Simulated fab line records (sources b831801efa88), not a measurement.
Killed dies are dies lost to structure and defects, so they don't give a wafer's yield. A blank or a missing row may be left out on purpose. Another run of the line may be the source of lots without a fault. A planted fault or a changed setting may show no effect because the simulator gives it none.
Which tool did it? | flow sky130 | 30 wafers from 11 lots sampled at 5 of the route's 708 steps

## WHAT THE GAUGES READ, wafer by wafer
SKY_GATE_OXIDE_THK_MEAS_02. Usual: GATE_OXIDE_OXIDATION_00_THK typically reads 10.27 nm, with standard deviation 0.18.
lot  | measured     | on           | GATE_OXIDE_OXIDATION_00_THK (nm) | flag
L591 | day 13 12:46 | filmMetro-01 | 10.01 10.32 10.11                | 
L592 | day 13 21:03 | filmMetro-04 | 10.52 10.55 10.37                | 
L594 | day 14 08:50 | filmMetro-01 | 10.03 10.02 9.88                 | 
L598 | day 15 23:46 | filmMetro-01 | 10.25 10.32                      | 
L599 | day 16 05:12 | filmMetro-03 | 10.25 10.19                      | 
L601 | day 17 00:33 | filmMetro-04 | 10.33 10.21                      | 
L604 | day 17 15:08 | filmMetro-01 | 10.22 10.28 10.18                | 
L605 | day 17 21:34 | filmMetro-01 | 10.14 10.28 9.94                 | 
L606 | day 18 07:23 | filmMetro-01 | 10.42 10.25 10.39                | 
L610 | day 19 17:20 | filmMetro-03 | 10.07 10.32 10.25                | 
L612 | day 20 08:29 | filmMetro-03 | 10.38 10.41 10.30                | 

SKY_POLY_GATE_CD_MEAS_13: target cd 150 nm. Usual: cdNm 150.3 nm, standard deviation 1.3.
lot  | measured     | on       | cdNm (nm)         | flag
L591 | day 17 02:30 | cdSem-02 | 148.3 147.9 148.5 | 
L592 | day 17 16:48 | cdSem-01 | 150.8 149.0 150.0 | 
L594 | day 18 02:25 | cdSem-01 | 149.7 148.4 148.5 | 
L598 | day 19 21:10 | cdSem-02 | 148.7 149.2       | 
L599 | day 20 05:38 | cdSem-01 | 150.0 149.0       | 
L601 | day 21 00:55 | cdSem-02 | 151.9 152.6       | 
L604 | day 21 16:32 | cdSem-02 | 151.2 151.7 151.0 | 
L605 | day 21 21:53 | cdSem-01 | 152.1 152.4 153.1 | 
L606 | day 22 07:50 | cdSem-01 | 151.5 150.1 150.1 | 
L610 | day 23 18:18 | cdSem-01 | 152.5 150.9 152.3 | 
L612 | day 24 08:57 | cdSem-02 | 151.2 149.9 150.5 | 

SKY_PASSIVATION_THK_MEAS_03. Usual: PASSIVATION_CVD_02_THK typically reads 541 nm, with standard deviation 7.9.
lot  | measured     | on           | PASSIVATION_CVD_02_THK (nm) | flag
L591 | day 44 11:04 | filmMetro-04 | 544 535 550                 | 
L592 | day 44 23:52 | filmMetro-02 | 544 558 552                 | 
L594 | day 45 07:04 | filmMetro-04 | 538 524 552                 | 
L598 | day 46 11:32 | filmMetro-04 | 540 548 541 548             | 
L599 | day 46 19:05 | filmMetro-02 | 536 538                     | 
L601 | day 47 08:33 | filmMetro-02 | 523 534 523 534             | 
L604 | day 47 14:57 | filmMetro-04 | 540 552 550                 | 
L605 | day 47 20:30 | filmMetro-04 | 534 550 547                 | 
L606 | day 48 02:34 | filmMetro-02 | 529 528 534                 | 
L610 | day 49 03:19 | filmMetro-04 | 534 537 547                 | 
L612 | day 49 11:10 | filmMetro-04 | 539 544 528                 | 

## TOOL THAT RAN EACH LOT (tool first, then ch and the chambers of the sampled wafers, then the start)
lot  | SKY_LDD_N_IMPLANT_12            | SKY_LDD_P_STRIP_10
L591 | implanter-01 ch 0, day 18 10:50 | plasmaAsher-03 ch 0, day 19 17:39
L592 | implanter-02 ch 0, day 19 03:35 | plasmaAsher-02 ch 0,1, day 20 12:12
L594 | implanter-01 ch 0, day 19 10:15 | plasmaAsher-03 ch 0,1, day 20 18:28
L598 | implanter-01 ch 0, day 21 06:20 | plasmaAsher-03 ch 0, day 22 13:31
L599 | implanter-01 ch 0, day 21 17:11 | plasmaAsher-03 ch 1, day 23 00:12
L601 | implanter-01 ch 0, day 22 10:02 | plasmaAsher-04 ch 0,1, day 23 16:28
L604 | implanter-03 ch 0, day 23 01:08 | plasmaAsher-02 ch 0,1, day 24 08:11
L605 | implanter-03 ch 0, day 23 06:47 | plasmaAsher-02 ch 0,1, day 24 13:42
L606 | implanter-02 ch 0, day 23 16:09 | plasmaAsher-03 ch 0,1, day 24 22:54
L610 | implanter-03 ch 0, day 25 02:14 | plasmaAsher-03 ch 0,1, day 26 08:57
L612 | implanter-03 ch 0, day 25 15:53 | plasmaAsher-03 ch 0,1, day 26 22:06
- SKY_LDD_N_IMPLANT_12
- SKY_LDD_P_STRIP_10: strips in O2/N2.

## WHAT THE TOOLS THEMSELVES READ (means of the sampled wafers that have a number; where no wafer has one, the mark that the record gives instead)
SKY_LDD_N_IMPLANT_12. Usual: beamOnS 10.00 s, standard deviation 0.18; endStationPressureTorr 5.02e-06 Torr, standard deviation 2.6e-07; faradayCurrentUA 28.2, standard deviation 0.51; rotationDeg -0.001 degrees, standard deviation 0.021.
lot  | tool         | beamOnS (s) | endStationPressureTorr (Torr) | faradayCurrentUA | rotationDeg (degrees) | flag
L591 | implanter-01 | 9.88        | 5.36e-06                      | 28.6             | -0.034                | 
L592 | implanter-02 | 10.06       | 5.09e-06                      | 28.1             | -0.011                | 
L594 | implanter-01 | 9.87        | 4.89e-06                      | 28.6             | -0.005                | 
L598 | implanter-01 | 12.18       | 5.21e-06                      | 23.9             | 0.000                 | OFF
L599 | implanter-01 | 12.04       | 4.97e-06                      | 24.4             | -0.013                | OFF
L601 | implanter-01 | 11.96       | 5.12e-06                      | 24.1             | -0.007                | OFF
L604 | implanter-03 | 10.06       | 4.93e-06                      | 28.0             | 0.010                 | 
L605 | implanter-03 | 9.90        | 5.02e-06                      | 28.5             | -0.012                | 
L606 | implanter-02 | 9.96        | 4.92e-06                      | 28.4             | 0.002                 | 
L610 | implanter-03 | 9.90        | 4.98e-06                      | 28.5             | -0.015                | 
L612 | implanter-03 | 9.94        | 5.10e-06                      | 28.2             | -0.003                | 

SKY_LDD_P_STRIP_10. Usual: drypumpMotorCurrentA 5.8 A, standard deviation 0.47; o2FlowSccm 2999 sccm, standard deviation 8.9; oesProductAu 0.716 a.u., standard deviation 0.0045; stripTimeToEndpointS 14.16 s, standard deviation 0.047.
lot  | tool           | drypumpMotorCurrentA (A) | o2FlowSccm (sccm) | oesProductAu (a.u.) | stripTimeToEndpointS (s) | flag
L591 | plasmaAsher-03 | 5.3                      | 3004              | 0.717               | 14.21                    | 
L592 | plasmaAsher-02 | 6.4                      | 3002              | 0.719               | 14.20                    | 
L594 | plasmaAsher-03 | 5.4                      | 3003              | 0.718               | 14.14                    | 
L598 | plasmaAsher-03 | 5.3                      | 3000              | 0.720               | 14.11                    | 
L599 | plasmaAsher-03 | 5.7                      | 3001              | 0.722               | 14.12                    | 
L601 | plasmaAsher-04 | 5.4                      | 2998              | 0.716               | 14.17                    | 
L604 | plasmaAsher-02 | 6.3                      | 3002              | 0.715               | 14.12                    | 
L605 | plasmaAsher-02 | 6.4                      | 3006              | 0.716               | 14.16                    | 
L606 | plasmaAsher-03 | 5.6                      | 3001              | 0.714               | 14.11                    | 
L610 | plasmaAsher-03 | 5.6                      | 3003              | 0.720               | 14.15                    | 
L612 | plasmaAsher-03 | 5.4                      | 2996              | 0.718               | 14.15                    | 

## THE ANSWER, worked out from the rows above alone
Rule: lot off if the mean of its wafers having a number is beyond 3 standard deviations from the usual mean. Also off: a lot with no number at a reading for which 4 or more lots have one. The other lots that the step has rows for count as sound. The gauges are gone through in route order, then the tools' own readings, and for those a lot's mean is taken as printed above. At the first step where some lot is off, the reading lying furthest off is the one used; lots without a number count as furthest.
Off: L598, L599, L601, at SKY_LDD_N_IMPLANT_12 (beamOnS).
If a tool, at that step or one of the process steps before it, ran each lot that is off and ran no sound lot following the first of them, it fits. One fits: implanter-01 at SKY_LDD_N_IMPLANT_12. A fault onset in the window from L594 (day 19 10:15, its last sound lot) to L598 (day 21 06:20, its first lot off) fits.
The tool's own readings at SKY_LDD_N_IMPLANT_12 bear it out: on the lots that are off they differ by more than 5 times the standard deviation of the sound lots' means. beamOnS reads 12.06 s there against 9.95 s on the sound lots; faradayCurrentUA reads 24.1 there against 28.4 on the sound lots.

## WHAT WAS PUT IN BY THE SIMULATOR
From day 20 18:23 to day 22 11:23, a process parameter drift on implanter-01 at SKY_LDD_N_IMPLANT_12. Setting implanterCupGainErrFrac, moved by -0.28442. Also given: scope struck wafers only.
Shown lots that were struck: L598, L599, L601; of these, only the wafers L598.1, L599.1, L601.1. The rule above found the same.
